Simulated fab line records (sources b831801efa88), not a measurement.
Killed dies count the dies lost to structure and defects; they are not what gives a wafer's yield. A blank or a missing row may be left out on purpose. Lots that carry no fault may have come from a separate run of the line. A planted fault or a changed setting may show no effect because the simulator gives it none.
fab line records -- flow gf180mcu
[record] lots = 11, wafers = 33, last_day = 34
route steps=602 shown MVSD@76 LVPWELL@138 POLY_GATE@168 NSD@244
lots that met no fault: from a run of the same line without faults
start_h: hours from the record's opening day to when the first of the lot's shown wafers began -- wait_h: hours since the lot's step before -- " as in the row above -- L1.1+2: a row that stands for several wafers -- - value missing, or start not given -- * or withheld: withheld -- < > ~ a bound
route shown NAME@n: NAME is a module with steps in the file, n the number in the route of the first one -- usual: average and standard deviation across the fault-free wafers -- same: alike in all rows -- chamber/n: place in a boat -- sites: the reading at each site -- _std_site: how widely they spread, as a standard deviation -- _edge_site: inner sites' mean taken away from outer sites' mean -- radius_mm: for every site, how far away it sits from the centre of the wafer -- mask NAME#n: copy n -- behind: tool/chamber where the wafer was last shaped -- hold: why the lot was held/for how many hours/how that ended -- device: the transistor (n, p or np) that didn't switch -- end of line: the tests these same wafers got at the end of their route -- where a step has no rows: the recipe by itself -- killed: the dies lost at the first sort to structure and to defects; this is not the yield of the wafer -- map: a wafer's dies, x killed, . not, _ none there
set.NAME: the run value of the setting; set.NAME@STEP: its run value at that earlier step -- model.NAME: the simulator's own value behind a step, which no gauge read
one table for each step of the route and one row for each wafer, over a sample of lots
services: from which hour (start_h, from the record's first day; less than 0 if before it) a tool's chamber was out of use, for how many hours, and why
[[steps]]
[step GF_MVSD_STRIP_10]
[recipe] chemistry = O2/N2, power_w = 1400, pressure_mtorr = 1500, platen_temp_c = 250, o2_flow_sccm = 3000, n2_flow_sccm = 300, overash_fraction = 0.5
[usual] drypump_motor_current_A = 6.2/0.51, heater_power_w = 317/26, oes_product_au = 0.722/0.0045, strip_time_to_endpoint_s = 36.92/0.07
lot.wafer,tool,chamber,start_h,wait_h,drypump_motor_current_A,heater_power_w,oes_product_au,rf_hours_counter_h,strip_time_to_endpoint_s
L656.2,plasma_asher-01,0,82.13,0.1,5.3,290,0.719,44,36.78
L656.3,plasma_asher-01,0,82.13,0.1,5.3,290,0.718,-,36.87
L656.5,plasma_asher-01,1,82.13,0.1,6.0,348,0.719,-,36.93
L657.3,plasma_asher-01,1,88.50,0.1,6.0,336,0.729,-,36.88
L657.5,plasma_asher-01,0,88.50,0.1,5.3,287,0.728,-,36.88
L657.6,plasma_asher-01,1,88.50,0.1,6.0,347,0.719,-,36.86
L658.1,plasma_asher-02,1,91.48,0.1,6.0,274,0.721,43,36.86
L658.4,plasma_asher-02,0,91.48,0.1,5.8,339,0.726,-,36.81
L658.5,plasma_asher-02,1,91.48,0.1,6.0,272,0.714,-,36.85
L659.2,plasma_asher-01,0,98.82,0.1,5.3,279,0.722,45,36.88
L659.3,plasma_asher-01,0,98.82,0.1,5.3,278,0.724,-,36.97
L659.5,plasma_asher-01,0,98.82,0.1,5.4,289,0.717,-,36.96
L660.1,plasma_asher-01,0,106.08,0.1,5.3,284,0.724,47,36.87
L660.4,plasma_asher-01,0,106.08,0.1,5.3,282,0.724,-,36.84
L660.5,plasma_asher-01,0,106.08,0.1,5.3,286,0.729,-,36.82
L663.1,plasma_asher-01,1,123.07,0.1,6.0,357,0.720,1,36.92
L663.3,plasma_asher-01,1,123.07,0.1,6.0,354,0.717,-,36.89
L663.5,plasma_asher-01,0,123.07,0.1,5.3,263,0.729,-,36.95
L665.2,plasma_asher-04,0,133.18,0.1,6.6,321,0.724,46,36.90
L665.3,plasma_asher-04,1,133.18,0.1,6.6,329,0.720,-,36.87
L665.4,plasma_asher-04,0,133.18,0.1,6.6,321,0.721,-,36.93
L673.1,plasma_asher-04,0,180.58,0.1,6.6,323,0.717,51,36.90
L673.2,plasma_asher-04,1,180.58,0.1,6.6,320,0.732,51,36.98
L673.5,plasma_asher-04,1,180.58,0.1,6.6,324,0.725,-,36.98
L674.3,plasma_asher-04,0,185.11,0.1,6.6,320,0.725,-,36.94
L674.4,plasma_asher-04,1,185.11,0.1,6.6,328,0.719,-,36.96
L674.6,plasma_asher-04,1,185.11,0.1,6.6,325,0.721,-,36.94
L676.1,plasma_asher-01,1,197.98,0.1,6.0,351,0.713,7,36.94
L676.3,plasma_asher-01,0,197.98,0.1,5.3,275,0.721,-,36.98
L676.6,plasma_asher-01,0,197.98,0.1,5.3,274,0.723,-,36.92
L679.1,plasma_asher-01,0,217.47,0.1,5.3,269,0.720,8,36.86
L679.3,plasma_asher-01,0,217.47,0.1,5.3,268,0.717,-,36.92
L679.5,plasma_asher-01,1,217.47,0.1,6.0,356,0.729,-,36.99
[step GF_VT_IMPLANT_RS_MEAS_48]
[recipe] thk_meas_gauge = four-point-probe
[usual] LVPWELL_RS = 1197/3.1
lot.wafer,tool,chamber,start_h,wait_h,LVPWELL_RS[ohm/sq]
L656.2,film_metro-01,-,157.85,0.1,1199
L656.3,film_metro-01,-,157.85,0.1,1198
L656.5,film_metro-01,-,157.85,0.1,1198
L657.3,film_metro-01,-,164.42,0.1,1204
L657.5,film_metro-01,-,164.42,0.1,1200
L657.6,film_metro-01,-,164.42,0.1,1201
L658.1,film_metro-02,-,167.53,0.1,1197
L658.4,film_metro-02,-,167.53,0.1,1202
L658.5,film_metro-02,-,167.53,0.1,1198
L659.2,film_metro-02,-,175.20,0.1,1196
L659.3,film_metro-02,-,175.20,0.1,1194
L659.5,film_metro-02,-,175.20,0.1,1195
L660.1,film_metro-02,-,183.73,0.1,1194
L660.4,film_metro-02,-,183.73,0.1,1197
L660.5,film_metro-02,-,183.73,0.1,1198
L663.1,film_metro-04,-,203.63,0.1,1198
L663.3,film_metro-04,-,203.63,0.1,1200
L663.5,film_metro-04,-,203.63,0.1,1202
L665.2,film_metro-01,-,216.25,0.1,1198
L665.3,film_metro-01,-,216.25,0.1,1199
L665.4,film_metro-01,-,216.25,0.1,1199
L673.1,film_metro-02,-,271.13,0.1,1196
L673.2,film_metro-02,-,271.13,0.1,1200
L673.5,film_metro-02,-,271.13,0.1,1203
L674.3,film_metro-01,-,276.62,0.1,1196
L674.4,film_metro-01,-,276.62,0.1,1197
L674.6,film_metro-01,-,276.62,0.1,1194
L676.1,film_metro-04,-,291.13,0.1,1191
L676.3,film_metro-04,-,291.13,0.1,1191
L676.6,film_metro-04,-,291.13,0.1,1192
L679.1,film_metro-04,-,315.42,0.1,1201
L679.3,film_metro-04,-,315.42,0.1,1200
L679.5,film_metro-04,-,315.42,0.1,1201
[step GF_POLY_GATE_OVL_MEAS_11]
[usual] POLY_GATE_OVL = 2/5.9
lot.wafer,tool,chamber,start_h,wait_h,POLY_GATE_OVL[nm]
L656.2,overlay-01,-,196.82,0.1,3
L656.3,overlay-01,-,196.82,0.1,4
L656.5,overlay-01,-,196.82,0.1,7
L657.3,overlay-02,-,203.44,0.1,-2
L657.5,overlay-02,-,203.44,0.1,-2
L657.6,overlay-02,-,203.44,0.1,-3
L658.1,overlay-01,-,208.46,0.1,-1
L658.4,overlay-01,-,208.46,0.1,1
L658.5,overlay-01,-,208.46,0.1,-2
L659.2,overlay-02,-,215.07,0.1,-4
L659.3,overlay-02,-,215.07,0.1,-1
L659.5,overlay-02,-,215.07,0.1,-8
L660.1,overlay-01,-,223.36,0.1,6
L660.4,overlay-01,-,223.36,0.1,3
L660.5,overlay-01,-,223.36,0.1,8
L663.1,overlay-02,-,245.16,0.1,3
L663.3,overlay-02,-,245.16,0.1,0
L663.5,overlay-02,-,245.16,0.1,0
L665.2,overlay-01,-,260.37,0.1,2
L665.3,overlay-01,-,260.37,0.1,2
L665.4,overlay-01,-,260.37,0.1,8
L673.1,overlay-01,-,317.36,0.1,-2
L673.2,overlay-01,-,317.36,0.1,4
L673.5,overlay-01,-,317.36,0.1,-2
L674.3,overlay-01,-,323.89,0.1,-6
L674.4,overlay-01,-,323.89,0.1,2
L674.6,overlay-01,-,323.89,0.1,-4
L676.1,overlay-01,-,337.35,0.1,9
L676.3,overlay-01,-,337.35,0.1,11
L676.6,overlay-01,-,337.35,0.1,7
L679.1,overlay-01,-,363.46,0.1,0
L679.3,overlay-01,-,363.46,0.1,4
L679.5,overlay-01,-,363.46,0.1,5
[step GF_NSD_IMPLANT_09]
[recipe] species = As, energy_kev = 60, dose_cm2 = 4e+15, tilt_deg = 7
[usual] beam_energy_keV = 60.000/0.018, beam_on_s = 17.1/1.3
lot.wafer,tool,chamber,start_h,wait_h,beam_energy_keV,beam_on_s
L656.2,implanter-04,0,296.32,0.0,60.006,18.9
L656.3,implanter-04,0,296.32,0.0,60.006,20.1
L656.5,implanter-04,0,296.32,0.0,59.995,19.4
L657.3,implanter-02,0,303.35,0.1,60.029,15.5
L657.5,implanter-02,0,303.35,0.1,60.019,15.7
L657.6,implanter-02,0,303.35,0.1,60.009,15.9
L658.1,implanter-03,0,309.24,0.0,59.998,17.5
L658.4,implanter-03,0,309.24,0.0,59.985,17.3
L658.5,implanter-03,0,309.24,0.0,60.024,17.5
L659.2,implanter-03,0,322.11,0.0,60.005,17.0
L659.3,implanter-03,0,322.11,0.0,60.021,17.7
L659.5,implanter-03,0,322.11,0.0,60.005,17.6
L660.1,implanter-02,0,324.69,0.0,59.985,15.8
L660.4,implanter-02,0,324.69,0.0,59.992,16.1
L660.5,implanter-02,0,324.69,0.0,60.005,15.3
L663.1,implanter-03,0,350.75,0.0,59.995,17.3
L663.3,implanter-03,0,350.75,0.0,59.973,17.2
L663.5,implanter-03,0,350.75,0.0,59.977,16.6
L665.2,implanter-03,0,368.77,0.0,60.011,17.1
L665.3,implanter-03,0,368.77,0.0,60.030,17.3
L665.4,implanter-03,0,368.77,0.0,60.001,17.2
L673.1,implanter-03,0,435.34,0.0,60.002,17.4
L673.2,implanter-03,0,435.34,0.0,59.984,17.8
L673.5,implanter-03,0,435.34,0.0,59.984,17.1
L674.3,implanter-03,0,443.04,0.1,51.508,17.5
L674.4,implanter-03,0,443.04,0.1,51.515,17.4
L674.6,implanter-03,0,443.04,0.1,51.527,17.1
L676.1,implanter-03,0,458.79,0.0,51.508,17.3
L676.3,implanter-03,0,458.79,0.0,51.530,17.5
L676.6,implanter-03,0,458.79,0.0,51.514,17.4
L679.1,implanter-02,0,488.24,0.0,59.981,16.3
L679.3,implanter-02,0,488.24,0.0,59.966,15.9
L679.5,implanter-02,0,488.24,0.0,59.969,15.5
[step GF_NSD_STRIP_11]
[recipe] chemistry = O2/N2, power_w = 1400, pressure_mtorr = 1500, platen_temp_c = 250, o2_flow_sccm = 3000, n2_flow_sccm = 300, overash_fraction = 0.5
[usual] drypump_motor_current_A = 5.75/0.24, heater_power_w = 306/37, oes_product_au = 0.487/0.0045, strip_time_to_endpoint_s = 23.03/0.037
lot.wafer,tool,chamber,start_h,wait_h,drypump_motor_current_A,heater_power_w,oes_product_au,rf_hours_counter_h,strip_time_to_endpoint_s
L656.2,plasma_asher-02,1,296.60,0.1,5.98,272,0.482,63,23.00
L656.3,plasma_asher-02,0,296.60,0.1,5.84,359,0.488,-,23.01
L656.5,plasma_asher-02,1,296.60,0.1,5.95,269,0.486,-,23.02
L657.3,plasma_asher-03,0,303.63,0.1,5.41,259,0.482,-,23.06
L657.5,plasma_asher-03,1,303.63,0.1,5.87,330,0.486,-,23.06
L657.6,plasma_asher-03,0,303.63,0.1,5.41,267,0.485,-,23.07
L658.1,plasma_asher-03,0,309.54,0.1,5.41,261,0.483,56,23.10
L658.4,plasma_asher-03,0,309.54,0.1,5.43,257,0.488,-,23.06
L658.5,plasma_asher-03,0,309.54,0.1,5.40,257,0.487,-,23.05
L659.2,plasma_asher-02,1,322.39,0.1,5.97,273,0.490,66,23.02
L659.3,plasma_asher-02,0,322.39,0.1,5.81,353,0.475,-,23.00
L659.5,plasma_asher-02,1,322.39,0.1,5.98,280,0.491,-,23.05
L660.1,plasma_asher-02,1,324.99,0.1,5.95,275,0.485,66,23.07
L660.4,plasma_asher-02,0,324.99,0.1,5.82,340,0.485,-,23.10
L660.5,plasma_asher-02,0,324.99,0.1,5.80,346,0.491,-,23.01
L663.1,plasma_asher-02,1,351.05,0.1,5.98,269,0.491,69,23.07
L663.3,plasma_asher-02,1,351.05,0.1,5.98,271,0.481,-,23.03
L663.5,plasma_asher-02,1,351.05,0.1,5.97,280,0.481,-,23.03
L665.2,plasma_asher-02,0,369.05,0.1,5.82,351,0.487,70,22.99
L665.3,plasma_asher-02,1,369.05,0.1,5.96,278,0.493,-,23.00
L665.4,plasma_asher-02,0,369.05,0.1,5.80,348,0.484,-,23.05
L673.1,plasma_asher-01,1,435.64,0.1,5.97,352,0.483,29,23.01
L673.2,plasma_asher-01,0,435.64,0.1,5.26,274,0.483,29,22.99
L673.5,plasma_asher-01,1,435.64,0.1,5.99,355,0.479,-,22.98
L674.3,plasma_asher-03,0,443.32,0.1,5.40,269,0.503,-,21.85
L674.4,plasma_asher-03,1,443.32,0.1,5.88,332,0.500,-,21.84
L674.6,plasma_asher-03,1,443.32,0.1,5.88,332,0.496,-,21.84
L676.1,plasma_asher-02,0,459.09,0.1,5.82,342,0.503,3,21.90
L676.3,plasma_asher-02,0,459.09,0.1,5.83,346,0.496,-,21.94
L676.6,plasma_asher-02,0,459.09,0.1,5.85,350,0.499,-,21.89
L679.1,plasma_asher-03,0,488.54,0.1,5.43,269,0.498,75,23.05
L679.3,plasma_asher-03,0,488.54,0.1,5.41,262,0.490,-,23.03
L679.5,plasma_asher-03,1,488.54,0.1,5.86,325,0.485,-,23.07
[step GF_NSD_TW_MEAS_12]
[usual] NSD_TW = 4216/30
lot.wafer,tool,chamber,start_h,wait_h,NSD_TW
L656.2,film_metro-03,-,296.71,0.1,4207
L656.3,film_metro-03,-,296.71,0.1,4181
L656.5,film_metro-03,-,296.71,0.1,4205
L657.3,film_metro-03,-,303.72,0.1,4251
L657.5,film_metro-03,-,303.72,0.1,4234
L657.6,film_metro-03,-,303.72,0.1,4222
L658.1,film_metro-01,-,309.64,0.1,4252
L658.4,film_metro-01,-,309.64,0.1,4226
L658.5,film_metro-01,-,309.64,0.1,4249
L659.2,film_metro-01,-,322.50,0.1,4207
L659.3,film_metro-01,-,322.50,0.1,4193
L659.5,film_metro-01,-,322.50,0.1,4243
L660.1,film_metro-01,-,325.09,0.1,4221
L660.4,film_metro-01,-,325.09,0.1,4217
L660.5,film_metro-01,-,325.09,0.1,4213
L663.1,film_metro-01,-,351.15,0.1,4201
L663.3,film_metro-01,-,351.15,0.1,4204
L663.5,film_metro-01,-,351.15,0.1,4204
L665.2,film_metro-01,-,369.16,0.1,4206
L665.3,film_metro-01,-,369.16,0.1,4207
L665.4,film_metro-01,-,369.16,0.1,4184
L673.1,film_metro-01,-,435.74,0.1,4215
L673.2,film_metro-01,-,435.74,0.1,4189
L673.5,film_metro-01,-,435.74,0.1,4218
L674.3,film_metro-01,-,443.41,0.1,4088
L674.4,film_metro-01,-,443.41,0.1,4076
L674.6,film_metro-01,-,443.41,0.1,4065
L676.1,film_metro-03,-,459.19,0.1,4073
L676.3,film_metro-03,-,459.19,0.1,4095
L676.6,film_metro-03,-,459.19,0.1,4096
L679.1,film_metro-04,-,488.64,0.1,4252
L679.3,film_metro-04,-,488.64,0.1,4246
L679.5,film_metro-04,-,488.64,0.1,4254
[step GF_PSD_RS_MEAS_14]
[recipe] thk_meas_gauge = four-point-probe
[usual] NSD_RS = 46.12/0.092
lot.wafer,tool,chamber,start_h,wait_h,NSD_RS[ohm/sq]
L656.2,film_metro-01,-,316.91,0.1,46.16
L656.3,film_metro-01,-,316.91,0.1,46.22
L656.5,film_metro-01,-,316.91,0.1,46.03
L657.3,film_metro-04,-,324.28,0.1,46.26
L657.5,film_metro-04,-,324.28,0.1,46.27
L657.6,film_metro-04,-,324.28,0.1,46.19
L658.1,film_metro-01,-,331.24,0.1,46.16
L658.4,film_metro-01,-,331.24,0.1,46.18
L658.5,film_metro-01,-,331.24,0.1,46.04
L659.2,film_metro-03,-,343.48,0.1,46.16
L659.3,film_metro-03,-,343.48,0.1,46.01
L659.5,film_metro-03,-,343.48,0.1,46.05
L660.1,film_metro-04,-,347.13,0.1,46.18
L660.4,film_metro-04,-,347.13,0.1,46.19
L660.5,film_metro-04,-,347.13,0.1,46.11
L663.1,film_metro-03,-,373.59,0.1,46.04
L663.3,film_metro-03,-,373.59,0.1,46.04
L663.5,film_metro-03,-,373.59,0.1,45.95
L665.2,film_metro-01,-,392.56,0.1,46.31
L665.3,film_metro-01,-,392.56,0.1,46.21
L665.4,film_metro-01,-,392.56,0.1,46.22
L673.1,film_metro-03,-,461.04,0.1,46.09
L673.2,film_metro-03,-,461.04,0.1,46.19
L673.5,film_metro-03,-,461.04,0.1,46.14
L674.3,film_metro-01,-,468.78,0.1,48.68
L674.4,film_metro-01,-,468.78,0.1,48.70
L674.6,film_metro-01,-,468.78,0.1,48.78
L676.1,film_metro-03,-,483.95,0.1,48.50
L676.3,film_metro-03,-,483.95,0.1,48.48
L676.6,film_metro-03,-,483.95,0.1,48.45
L679.1,film_metro-04,-,513.38,0.1,46.15
L679.3,film_metro-04,-,513.38,0.1,46.18
L679.5,film_metro-04,-,513.38,0.1,46.19
[[services]]
tool,chamber,start_h,hours,kind
plasma_asher-01,-,93.51,2.6,repair
implanter-02,-,94.10,1.9,pm
plasma_asher-02,-,97.92,12.8,repair
plasma_asher-03,-,100.43,9.8,repair
plasma_asher-01,-,108.75,9.0,pm
implanter-03,-,110.13,2.4,repair
plasma_asher-02,-,116.65,5.8,repair
implanter-03,-,126.23,1.2,pm
plasma_asher-01,-,129.51,14.6,pm
implanter-02,-,146.55,20.2,pm
implanter-02,-,166.77,9.5,pm
implanter-02,-,169.11,4.1,repair
plasma_asher-03,-,172.22,1.0,repair
plasma_asher-01,-,205.78,6.8,repair
plasma_asher-02,-,214.61,4.2,repair
implanter-02,-,269.10,3.4,pm
plasma_asher-01,-,283.09,15.6,pm
implanter-03,-,312.43,6.3,pm
plasma_asher-02,-,327.64,3.7,repair
plasma_asher-03,-,337.55,1.8,repair
plasma_asher-02,-,353.95,5.7,repair
plasma_asher-02,-,356.95,4.3,repair
plasma_asher-02,-,421.29,9.0,pm
plasma_asher-01,-,427.25,2.8,pm
[[key]]
[first_sign] step = GF_NSD_IMPLANT_09, reading = beam_energy_keV, direction = down, sigmas = 99+, usual = 60.000, struck = 51.517
[effect] step = GF_NSD_STRIP_11, reading = strip_time_to_endpoint_s, direction = down, sigmas = 32, usual = *, struck = *
[effect] step = GF_NSD_TW_MEAS_12, reading = NSD_TW, direction = down, sigmas = 4.4, usual = 4216, struck = 4082
[effect] step = GF_PSD_RS_MEAS_14, reading = NSD_RS, direction = up, sigmas = 27, usual = 46.12, struck = 48.60
met_at GF_NSD_IMPLANT_09
struck_lots L674,L676
tester_left_out L674,L676
not_acting_at GF_MVSD_STRIP_10,GF_VT_IMPLANT_RS_MEAS_48,GF_POLY_GATE_OVL_MEAS_11
onset_between 435.34 443.04
[fault] kind = process_parameter_drift, tool = implanter-03, chamber = -, onset_h = 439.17, steps = GF_NSD_IMPLANT_09, channel = energy_kev, offset = -8.4795, shape = step, end_h = 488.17, acts_in = these_recipes_only, stated = 60
// tester_left_out: of these lots the tester's yield and bins aren't shown, on N5 and GAA mostly nor the transistor test; their killed dies are dies lost to structure and defects alone, not to doping, threshold or leakage, so they don't give the yield
